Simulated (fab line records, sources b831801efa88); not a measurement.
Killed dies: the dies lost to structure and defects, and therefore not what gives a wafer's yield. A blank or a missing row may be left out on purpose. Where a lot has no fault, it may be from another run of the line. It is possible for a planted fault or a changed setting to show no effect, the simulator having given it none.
Which tool did it? / flow sky130 / 36 wafers from 12 lots sampled at 3 of the route's 708 steps

WHAT THE GAUGES READ, wafer by wafer
SKY_SONOS_TUNNEL_OVL_MEAS_08.
lot=L585; measured=day 12 08:22; on=overlay-02; SONOS_TUNNEL_OVL (nm)=0.9 0.2 -0.1
lot=L586; measured=day 12 09:26; on=overlay-02; SONOS_TUNNEL_OVL (nm)=2.6 0.7 1.9
lot=L587; measured=day 12 18:37; on=overlay-01; SONOS_TUNNEL_OVL (nm)=0.9 0.5 1.0
lot=L588; measured=day 12 19:43; on=overlay-01; SONOS_TUNNEL_OVL (nm)=0.2 2.0 0.2
lot=L590; measured=day 13 21:19; on=overlay-01; SONOS_TUNNEL_OVL (nm)=-1.2 1.2 0.3
lot=L591; measured=day 13 23:09; on=overlay-01; SONOS_TUNNEL_OVL (nm)=1.4 0.8 1.4
lot=L592; measured=day 14 08:01; on=overlay-02; SONOS_TUNNEL_OVL (nm)=1.7 3.4 2.5
lot=L593; measured=day 14 18:16; on=overlay-02; SONOS_TUNNEL_OVL (nm)=2.2 2.0 2.2
lot=L596; measured=day 15 13:32; on=overlay-02; SONOS_TUNNEL_OVL (nm)=1.1 1.8 2.7
lot=L597; measured=day 15 23:02; on=overlay-01; SONOS_TUNNEL_OVL (nm)=0.0 -1.2 1.8
lot=L603; measured=day 17 23:13; on=overlay-02; SONOS_TUNNEL_OVL (nm)=5.7 1.4 3.6
lot=L605; measured=day 18 17:46; on=overlay-01; SONOS_TUNNEL_OVL (nm)=2.2 2.3 0.3

SKY_RES_PROTECT_TW_MEAS_08.
lot=L585; measured=day 16 03:28; on=film metro-02; POLY_GATE_TW=4005 4021 4006
lot=L586; measured=day 16 03:55; on=film metro-01; POLY_GATE_TW=4046 4035 4038
lot=L587; measured=day 16 14:43; on=film metro-03; POLY_GATE_TW=4026 4038 4024
lot=L588; measured=day 16 13:27; on=film metro-03; POLY_GATE_TW=4041 4043 4059
lot=L590; measured=day 18 01:20; on=film metro-02; POLY_GATE_TW=3944 3962 3977
lot=L591; measured=day 18 01:25; on=film metro-01; POLY_GATE_TW=4056 4036 4055
lot=L592; measured=day 18 16:56; on=film metro-03; POLY_GATE_TW=4064 4086 4066
lot=L593; measured=day 19 03:42; on=film metro-01; POLY_GATE_TW=4031 4027 4032
lot=L596; measured=day 19 16:59; on=film metro-02; POLY_GATE_TW=3994 3982 3979
lot=L597; measured=day 20 09:58; on=film metro-03; POLY_GATE_TW=4043 4062 4064
lot=L603; measured=day 22 06:58; on=film metro-03; POLY_GATE_TW=4049 4049 4069
lot=L605; measured=day 23 03:47; on=film metro-01; POLY_GATE_TW=4024 4042 4031

TOOL THAT RAN EACH LOT (tool first, then ch and the chambers of the sampled wafers, then the start)
lot=L585; SKY_SONOS_ONO_ETCH_15=rie diel-04 ch 0,1,2, day 13 14:03
lot=L586; SKY_SONOS_ONO_ETCH_15=rie diel-03 ch 0,2,3, day 13 15:57
lot=L587; SKY_SONOS_ONO_ETCH_15=rie diel-04 ch 1,2, day 14 00:25
lot=L588; SKY_SONOS_ONO_ETCH_15=rie diel-03 ch 0,1,2, day 14 02:09
lot=L590; SKY_SONOS_ONO_ETCH_15=rie diel-03 ch 0,2,3, day 15 04:18
lot=L591; SKY_SONOS_ONO_ETCH_15=rie diel-01 ch 2,3, day 15 08:09
lot=L592; SKY_SONOS_ONO_ETCH_15=rie diel-04 ch 0,1,2, day 15 20:22
lot=L593; SKY_SONOS_ONO_ETCH_15=rie diel-03 ch 0,2,3, day 16 08:42
lot=L596; SKY_SONOS_ONO_ETCH_15=rie diel-03 ch 0,1,3, day 16 22:37
lot=L597; SKY_SONOS_ONO_ETCH_15=rie diel-01 ch 0,2,3, day 17 13:17
lot=L603; SKY_SONOS_ONO_ETCH_15=rie diel-03 ch 0,1,3, day 19 11:31
lot=L605; SKY_SONOS_ONO_ETCH_15=rie diel-03 ch 0,1,3, day 20 07:36
- SKY_SONOS_ONO_ETCH_15: etches the open film in CHF3/O2, target depth 19.52 nm, time 7.8 s.

WHAT THE TOOLS THEMSELVES READ (means of the sampled wafers that have a number; where no wafer has one, the mark that the record gives instead)
SKY_SONOS_ONO_ETCH_15.
lot=L585; tool=rie diel-04; drypump motor current A (A)=6.2; oes product au (a.u.)=0.998; throttle valve pct (%)=8.823
lot=L586; tool=rie diel-03; drypump motor current A (A)=6.1; oes product au (a.u.)=1.012; throttle valve pct (%)=8.826
lot=L587; tool=rie diel-04; drypump motor current A (A)=5.9; oes product au (a.u.)=1.010; throttle valve pct (%)=8.832
lot=L588; tool=rie diel-03; drypump motor current A (A)=5.9; oes product au (a.u.)=0.997; throttle valve pct (%)=8.829
lot=L590; tool=rie diel-03; drypump motor current A (A)=6.1; oes product au (a.u.)=1.000; throttle valve pct (%)=8.818
lot=L591; tool=rie diel-01; drypump motor current A (A)=5.8; oes product au (a.u.)=0.989; throttle valve pct (%)=8.819
lot=L592; tool=rie diel-04; drypump motor current A (A)=6.1; oes product au (a.u.)=1.004; throttle valve pct (%)=8.832
lot=L593; tool=rie diel-03; drypump motor current A (A)=6.1; oes product au (a.u.)=1.004; throttle valve pct (%)=8.825
lot=L596; tool=rie diel-03; drypump motor current A (A)=5.8; oes product au (a.u.)=1.013; throttle valve pct (%)=8.824
lot=L597; tool=rie diel-01; drypump motor current A (A)=5.8; oes product au (a.u.)=0.987; throttle valve pct (%)=8.820
lot=L603; tool=rie diel-03; drypump motor current A (A)=5.8; oes product au (a.u.)=0.998; throttle valve pct (%)=8.825
lot=L605; tool=rie diel-03; drypump motor current A (A)=5.8; oes product au (a.u.)=1.003; throttle valve pct (%)=8.824

THE ANSWER, worked out from the rows above alone
Rule: usual is defined by the lots themselves. The widest of any qualifying gaps counts: lots, ordered by their means at a reading, are off when they make up no more than a third of the lots, leave a main group of 4 or more, and stand apart from it by 3 or more times the standard deviation of that group's means. Not used: any main group whose means are identical at the precision the tables above print for the reading. A lot without any number at a reading at which 4 lots or more have one is off too. The other lots that the step has rows for count as sound. After the gauges, taken in route order, come the tools' own readings; for these a lot's mean is taken, as printed above. At the first step where some lot is off, the reading lying furthest off is the one used; lots without a number count as furthest.
No lot is off on any of the readings shown, so nothing can be concluded from this.

WHAT THE SIMULATOR HAD PUT IN
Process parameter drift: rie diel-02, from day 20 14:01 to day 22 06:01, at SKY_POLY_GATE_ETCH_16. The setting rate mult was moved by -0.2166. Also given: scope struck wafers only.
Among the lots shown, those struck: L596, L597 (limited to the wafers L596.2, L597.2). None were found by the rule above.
